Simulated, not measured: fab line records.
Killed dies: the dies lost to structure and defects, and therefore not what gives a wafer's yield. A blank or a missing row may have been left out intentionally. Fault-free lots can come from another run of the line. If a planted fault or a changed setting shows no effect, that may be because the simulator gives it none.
2 desks looking at one fault / flow gf180mcu / each desk holds nothing but its own numbers, with what lay behind them at the end

FOR THE TOOL OWNER'S DESK: implanter-03
The tool's own readings at GF_HV_LDD_IMPLANT_34, given as means over the sampled wafers that have a number, one for each lot that went through this tool. Any lot whose mean is over 4 standard deviations away from the usual mean is out of limits and marked OUT; that distance is given in the brackets.
Columns: A = beam on s at GF_HV_LDD_IMPLANT_34, usual 10.02 s; B = faraday current uA at GF_HV_LDD_IMPLANT_34, usual 42.2
lot=L991; first seen here=day 15 14:26; A=10.26; B=41.2
lot=L999; first seen here=day 18 04:52; A=9.00 (-4.9) OUT; B=46.9 (+5.3) OUT
lot=L100; first seen here=day 18 10:07; A=9.10 (-4.4) OUT; B=46.3 (+4.6) OUT
Finding of this desk: L100, L999 out of limits; the first was L999 at day 18 04:52, on beam on s at GF_HV_LDD_IMPLANT_34. L991 stayed within limits.

METROLOGY DESK
Means of the sampled wafers that have a number, per lot and without regard to the tool the lot ran on: this is what the gauges read. Any lot whose mean is over 4 standard deviations away from the usual mean is out of limits and marked OUT; that distance is given in the brackets.
Columns: A = HV_LDD_2_TW at GF_HV_LDD_TW_MEAS_23, usual 1060; B = cd nm at GF_HV_LDD_CD_MEAS_31, usual 399.8 nm; C = HV_LDD_02_OVL at GF_HV_LDD_OVL_MEAS_32, usual -0.2 nm
lot=L982; first seen here=day 11 16:16; A=1063; B=400.3; C=-1.4
lot=L987; first seen here=day 13 10:08; A=1062; B=402.3; C=-1.7
lot=L990; first seen here=day 14 15:43; A=1064; B=398.1; C=1.6
lot=L991; first seen here=day 14 16:23; A=1060; B=400.6; C=-0.7
lot=L999; first seen here=day 17 05:17; A=1064; B=396.6; C=-0.9
lot=L100; first seen here=day 17 10:58; A=1057; B=398.9; C=0.7
This desk's finding: nothing out of limits on any of the 6 lots.

BROUGHT TOGETHER
The tool owner's desk could have raised an alarm at day 18 04:52, on L100, L999.
At the metrology desk, nothing out of limits was observed.
The metrology desk holds a record of L100, L999, inside its limits.
Every lot named ran GF_HV_LDD_IMPLANT_34 on implanter-03.

WHAT THE SIMULATOR HAD PUT IN
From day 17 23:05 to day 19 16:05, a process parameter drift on implanter-03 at GF_HV_LDD_IMPLANT_34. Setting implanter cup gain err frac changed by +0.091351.
Shown lots that were struck: L100, L999.
How many hours passed from the start of the fault until each desk's first out-of-limits reading: the tool owner's desk, 6.
